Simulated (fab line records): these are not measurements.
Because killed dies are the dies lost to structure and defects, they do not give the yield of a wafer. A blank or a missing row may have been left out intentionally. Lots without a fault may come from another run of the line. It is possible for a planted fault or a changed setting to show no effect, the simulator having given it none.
Tool commonality check    flow gf180mcu    Sampled: 12 lots, 36 wafers

## REASON IT WAS OPENED
GF_STI_THK_MEAS_04, reading STI_CVD_03_THK: flagged on 2 of 12 lots. No-fault wafers: 206.5 nm, standard deviation 2.4.
Rule: a lot is flagged in two cases, either no wafer of it has a number, or all its wafers with numbers fall more than 4 standard deviations from that mean. As for the other lots, they are considered sound.

lot   measured     on             STI_CVD_03_THK (nm), wafer by wafer  flag
L309  day 1 19:02  film_metro-01  206.8 207.7 207.9                    
L312  day 2 09:58  film_metro-04  209.8 207.5 208.9                    
L316  day 3 05:51  film_metro-03  246.7 248.8 246.8                    FLAGGED
L317  day 3 12:50  film_metro-03  244.2 244.7 244.5                    FLAGGED
L318  day 3 18:17  film_metro-04  207.5 206.1 208.6                    
L321  day 4 08:36  film_metro-01  208.3 208.1 206.0                    
L323  day 4 18:23  film_metro-03  208.3 209.0 209.4                    
L325  day 5 02:34  film_metro-01  207.6 208.6 206.7                    
L328  day 5 22:12  film_metro-01  206.2 206.3 206.3                    
L329  day 6 00:13  film_metro-03  209.6 209.5 208.3                    
L330  day 6 04:32  film_metro-04  212.0 210.3 210.7                    
L331  day 6 08:34  film_metro-03  207.0 206.9 208.2                    
Average over the flagged lots: 245.9 nm; offset from the usual +39.4 nm, equal to +16 standard deviations.

## WHICH TOOL EACH LOT WENT THROUGH
The record keeps 1 process step preceding the reading, out of 602 steps on the route. Cell contents, in order: the tool; ch with the chambers the sampled wafers went through; the start.
lot   flag     GF_STI_CVD_03
L309           lpcvd-01 ch 1, day 1 17:04
L312           lpcvd-02 ch 1, day 2 07:58
L316  FLAGGED  lpcvd-01 ch 1, day 3 03:51
L317  FLAGGED  lpcvd-01 ch 1, day 3 10:50
L318           lpcvd-02 ch 1, day 3 16:18
L321           lpcvd-02 ch 0, day 4 06:37
L323           lpcvd-02 ch 1, day 4 15:24
L325           lpcvd-02 ch 0, day 5 00:34
L328           lpcvd-01 ch 1, day 5 20:13
L329           lpcvd-02 ch 1, day 5 22:14
L330           lpcvd-02 ch 0, day 6 02:32
L331           lpcvd-01 ch 1, day 6 06:34
What is done by these steps:
- GF_STI_CVD_03: deposits Si3N4 from DCS/NH3, target thk 207.16 nm, time 3551 s.
- GF_STI_THK_MEAS_04

## FLAGGED AGAINST TOTAL, ONE TOOL AT A TIME (gauges that did the reading follow at the end)
step                tool           lots run  flagged  share of the flagged lots  sound lots run after its first flagged lot
GF_STI_CVD_03       lpcvd-01       5         2        all                        2 (L328,L331)
GF_STI_CVD_03       lpcvd-02       7         0        none                       -
GF_STI_THK_MEAS_04  film_metro-01  4         0        none                       -
GF_STI_THK_MEAS_04  film_metro-03  5         2        all                        3 (L323,L329,L331)
GF_STI_THK_MEAS_04  film_metro-04  3         0        none                       -

## WHAT IS ALLOWED BY THE TABLE
Rows of the table that ran all the flagged lots, 2 in number: lpcvd-01 at GF_STI_CVD_03; film_metro-03 at GF_STI_THK_MEAS_04.
- lpcvd-01 at GF_STI_CVD_03: 2 of its 5 lots flagged. Sound lots followed the first flagged one (L328, L331) on it, something a lasting fault affecting the whole tool could not allow.
- film_metro-03 at GF_STI_THK_MEAS_04: 2 of its 5 lots flagged. Sound lots followed the first flagged one (L323, L329, L331) on it, something a lasting fault affecting the whole tool could not allow.
There is no row in the table that ran each flagged lot and no sound lot after the first.

## WHAT THE SIMULATOR HAD PUT IN
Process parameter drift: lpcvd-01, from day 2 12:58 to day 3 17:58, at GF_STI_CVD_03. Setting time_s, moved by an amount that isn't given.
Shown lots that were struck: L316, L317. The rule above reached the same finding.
